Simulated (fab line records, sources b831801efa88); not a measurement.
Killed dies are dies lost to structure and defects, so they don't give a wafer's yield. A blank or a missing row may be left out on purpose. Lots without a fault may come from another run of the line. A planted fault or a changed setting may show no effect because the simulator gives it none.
Which tool did it? | flow sky130 | 24 lots, 72 wafers sampled, at 4 steps of a route of 708

WHAT THE GAUGES READ, wafer by wafer
SKY_CAPM_RS_MEAS_03: measures by four-point-probe. Usual: CAPM_TIN_RS 6.86 ohm/sq, standard deviation 0.062.
lot  | measured     | on            | CAPM_TIN_RS (ohm/sq) | flag
L074 | day 36 08:58 | film_metro-03 | 6.94 7.00 6.99       |
L075 | day 36 19:21 | film_metro-01 | 6.85 6.85 6.88       |
L076 | day 37 23:38 | film_metro-03 | 6.79 6.75 6.76       |
L077 | day 38 01:46 | film_metro-01 | 6.77 6.85 6.84       |
L079 | day 38 04:46 | film_metro-04 | 6.88 6.94 6.85       |
L078 | day 38 05:25 | film_metro-04 | 6.99 6.94 6.90       |
L080 | day 38 05:49 | film_metro-04 | 6.86 6.96 6.84       |
L081 | day 38 10:19 | film_metro-03 | 6.86 6.94 6.88       |
L082 | day 39 05:14 | film_metro-01 | 6.80 6.82 6.85       |
L083 | day 39 07:03 | film_metro-04 | 6.79 6.79 6.87       |
L085 | day 39 14:57 | film_metro-04 | 6.84 6.78 6.81       |
L084 | day 39 15:19 | film_metro-03 | 6.91 6.89 6.89       |
L086 | day 40 07:37 | film_metro-04 | 6.92 6.93 6.87       |
L089 | day 41 11:19 | film_metro-03 | 6.87 6.76 6.82       |
L087 | day 41 12:43 | film_metro-01 | 6.80 6.79 6.84       |
L088 | day 41 12:55 | film_metro-03 | 6.85 6.83 6.82       |
L090 | day 41 14:24 | film_metro-03 | 6.79 6.87 6.86       |
L091 | day 41 16:11 | film_metro-03 | 6.91 6.91 6.91       |
L092 | day 41 18:56 | film_metro-03 | 6.89 6.87 6.85       |
L093 | day 41 20:22 | film_metro-01 | 6.83 6.88 6.81       |
L094 | day 42 09:47 | film_metro-01 | 6.82 6.78 6.81       |
L095 | day 42 14:35 | film_metro-04 | 6.80 6.85 6.80       |
L096 | day 42 19:08 | film_metro-01 | 6.91 6.94 6.93       |
L097 | day 42 21:16 | film_metro-01 | 6.88 6.90 6.84       |

SKY_VIA3_THK_MEAS_01. Usual: VIA3_HDPCVD_THK 1633 nm, standard deviation 13.
lot  | measured     | on            | VIA3_HDPCVD_THK (nm) | flag
L074 | day 38 14:19 | film_metro-03 | 1656 1637 1656       |
L075 | day 38 22:52 | film_metro-02 | 1637 1631 1629       |
L076 | day 40 02:48 | film_metro-03 | 1639 1633 1626       |
L077 | day 40 03:38 | film_metro-03 | 1636 1646 1641       |
L079 | day 40 07:24 | film_metro-01 | 1632 1610 1629       |
L078 | day 40 08:50 | film_metro-03 | 1660 1637 1666       |
L080 | day 40 08:55 | film_metro-02 | 1675 1623 1629       |
L081 | day 40 12:44 | film_metro-02 | 1633 1632 1623       |
L082 | day 41 07:39 | film_metro-03 | 1608 1624 1626       |
L083 | day 41 08:52 | film_metro-02 | 1646 1657 1627       |
L085 | day 41 17:52 | film_metro-03 | 1623 1612 1624       |
L084 | day 41 18:27 | film_metro-02 | 1644 1620 1646       |
L086 | day 42 08:45 | film_metro-01 | 1628 1637 1611       |
L089 | day 43 11:08 | film_metro-02 | 1638 1659 1640       |
L087 | day 43 12:35 | film_metro-03 | 1607 1636 1628       |
L088 | day 43 13:03 | film_metro-02 | 1635 1626 1629       |
L090 | day 43 13:09 | film_metro-03 | 1632 1637 1635       |
L091 | day 43 14:32 | film_metro-02 | 1635 1648 1633       |
L092 | day 43 17:38 | film_metro-02 | 1646 1616 1621       |
L093 | day 43 18:37 | film_metro-02 | 1634 1639 1630       |
L094 | day 44 07:48 | film_metro-03 | 1622 1636 1641       |
L095 | day 44 13:18 | film_metro-01 | 1633 1611 1621       |
L096 | day 44 17:37 | film_metro-03 | 1640 1633 1620       |
L097 | day 44 19:37 | film_metro-02 | 1634 1641 1633       |

SKY_VIA3_CD_MEAS_12: target cd 200 nm. Usual: cd_nm 200.2 nm, standard deviation 1.2.
lot  | measured     | on        | cd_nm (nm)        | flag
L074 | day 39 13:44 | cd_sem-02 | 200.0 200.4 199.1 |
L075 | day 39 23:50 | cd_sem-02 | 199.1 199.7 199.9 |
L076 | day 41 03:10 | cd_sem-02 | 200.2 200.4 200.2 |
L077 | day 41 04:20 | cd_sem-02 | 199.9 200.1 200.5 |
L079 | day 41 08:25 | cd_sem-01 | 197.4 196.9 197.9 |
L078 | day 41 10:16 | cd_sem-01 | 199.8 201.2 200.5 |
L080 | day 41 10:22 | cd_sem-02 | 197.1 198.3 198.2 |
L081 | day 41 13:49 | cd_sem-01 | 199.5 201.3 200.4 |
L082 | day 42 06:55 | cd_sem-02 | 202.3 201.8 202.9 |
L083 | day 42 08:50 | cd_sem-02 | 201.1 200.9 201.4 |
L085 | day 42 17:28 | cd_sem-02 | 198.8 199.8 199.4 |
L084 | day 42 18:04 | cd_sem-01 | 199.8 199.7 201.2 |
L086 | day 43 07:46 | cd_sem-02 | 201.3 200.4 200.6 |
L089 | day 44 08:58 | cd_sem-02 | 201.4 202.1 200.8 |
L087 | day 44 12:07 | cd_sem-01 | 198.2 201.9 200.3 |
L088 | day 44 12:20 | cd_sem-02 | 201.6 200.6 201.1 |
L090 | day 44 12:29 | cd_sem-02 | 200.0 199.6 198.9 |
L091 | day 44 13:56 | cd_sem-02 | 200.4 199.5 199.0 |
L092 | day 44 16:49 | cd_sem-01 | 198.8 198.6 198.8 |
L093 | day 44 18:02 | cd_sem-02 | 202.1 199.9 199.8 |
L094 | day 45 05:23 | cd_sem-01 | 199.2 201.7 199.7 |
L095 | day 45 10:49 | cd_sem-01 | 200.6 202.0 202.2 |
L096 | day 45 14:47 | cd_sem-01 | 201.3 200.1 201.4 |
L097 | day 45 17:07 | cd_sem-02 | 198.9 199.6 200.3 |

WHICH TOOL RAN EACH LOT (tool, then ch and the chambers of the sampled wafers, then the start)
lot  | SKY_CAPM_METAL_ETCH_13
L074 | rie_metal-02 ch 0,1, day 37 11:09
L075 | rie_metal-01 ch 0,1, day 37 20:45
L076 | rie_metal-03 ch 0,1, day 39 00:21
L077 | rie_metal-02 ch 0, day 39 02:25
L079 | rie_metal-03 ch 0,1, day 39 05:26
L078 | rie_metal-02 ch 0,1, day 39 06:09
L080 | rie_metal-03 ch 0,1, day 39 06:33
L081 | rie_metal-01 ch 0,1, day 39 10:36
L082 | rie_metal-01 ch 0,1, day 40 05:06
L083 | rie_metal-03 ch 0,1, day 40 07:06
L085 | rie_metal-01 ch 0,1, day 40 15:16
L084 | rie_metal-02 ch 0,1, day 40 15:51
L086 | rie_metal-02 ch 0,1, day 41 08:06
L089 | rie_metal-02 ch 0,1, day 42 10:35
L087 | rie_metal-03 ch 0,1, day 42 12:15
L088 | rie_metal-01 ch 0,1, day 42 12:24
L090 | rie_metal-03 ch 0,1, day 42 13:33
L091 | rie_metal-02 ch 0,1, day 42 14:33
L092 | rie_metal-02 ch 0,1, day 42 17:47
L093 | rie_metal-01 ch 0,1, day 42 18:30
L094 | rie_metal-03 ch 1, day 43 07:58
L095 | rie_metal-03 ch 1, day 43 12:38
L096 | rie_metal-01 ch 0,1, day 43 16:44
L097 | rie_metal-01 ch 0,1, day 43 18:54
- SKY_CAPM_METAL_ETCH_13: etches TiN in Cl2/BCl3, stops on SiO2, target depth 220 nm, time 62.9 s.

WHAT THE TOOLS THEMSELVES READ (means of the sampled wafers that have a number; where no wafer has one, the mark that the record gives instead)
SKY_CAPM_METAL_ETCH_13. Usual: bias_w 48.54 W, standard deviation 0.14; drypump_motor_current_A 5.8 A, standard deviation 0.41; oes_product_au 0.945 a.u., standard deviation 0.0065; throttle_valve_pct 21.899 %, standard deviation 0.0093.
lot  | tool         | bias_w (W) | drypump_motor_current_A (A) | oes_product_au (a.u.) | throttle_valve_pct (%) | flag
L074 | rie_metal-02 | 48.39      | 6.0                         | 0.935                 | 21.905                 |
L075 | rie_metal-01 | 48.63      | 5.8                         | 0.945                 | 21.897                 |
L076 | rie_metal-03 | 48.57      | 5.9                         | 0.954                 | 21.885                 |
L077 | rie_metal-02 | 48.54      | 5.8                         | 0.949                 | 21.906                 |
L079 | rie_metal-03 | 48.52      | 5.7                         | 0.946                 | 21.907                 |
L078 | rie_metal-02 | 48.51      | 6.0                         | 0.940                 | 21.897                 |
L080 | rie_metal-03 | 48.63      | 5.7                         | 0.944                 | 21.899                 |
L081 | rie_metal-01 | 48.58      | 5.4                         | 0.944                 | 21.896                 |
L082 | rie_metal-01 | 48.62      | 5.8                         | 0.949                 | 21.900                 |
L083 | rie_metal-03 | 48.62      | 5.7                         | 0.949                 | 21.893                 |
L085 | rie_metal-01 | 48.39      | 5.8                         | 0.949                 | 21.900                 |
L084 | rie_metal-02 | 48.49      | 6.0                         | 0.944                 | 21.897                 |
L086 | rie_metal-02 | 48.69      | 5.9                         | 0.942                 | 21.900                 |
L089 | rie_metal-02 | 48.27      | 6.0                         | 0.950                 | 21.888                 |
L087 | rie_metal-03 | 48.62      | 5.9                         | 0.948                 | 21.895                 |
L088 | rie_metal-01 | 48.65      | 5.8                         | 0.942                 | 21.895                 |
L090 | rie_metal-03 | 48.53      | 6.0                         | 0.945                 | 21.902                 |
L091 | rie_metal-02 | 48.53      | 6.0                         | 0.943                 | 21.908                 |
L092 | rie_metal-02 | 48.42      | 5.9                         | 0.941                 | 21.900                 |
L093 | rie_metal-01 | 48.61      | 5.8                         | 0.946                 | 21.902                 |
L094 | rie_metal-03 | 48.48      | 5.5                         | 0.953                 | 21.902                 |
L095 | rie_metal-03 | 48.45      | 5.5                         | 0.950                 | 21.892                 |
L096 | rie_metal-01 | 48.64      | 5.8                         | 0.935                 | 21.904                 |
L097 | rie_metal-01 | 48.62      | 5.5                         | 0.946                 | 21.903                 |

THE ANSWER, worked out from the rows above alone
Rule: a lot is off if the mean of its wafers that have a number lies more than 3 standard deviations from the usual mean. A lot without any number at a reading at which 4 lots or more have one is off too. The other lots that the step has rows for count as sound. The gauges are gone through in route order, then the tools' own readings, and for those a lot's mean is taken as printed above. The first step at which some lot is off is used, and at that step the reading that is off furthest; a lot without a number counts as furthest.
No lot is off at any reading shown: from this, nothing can be told.

WHAT THE SIMULATOR HAD PUT IN
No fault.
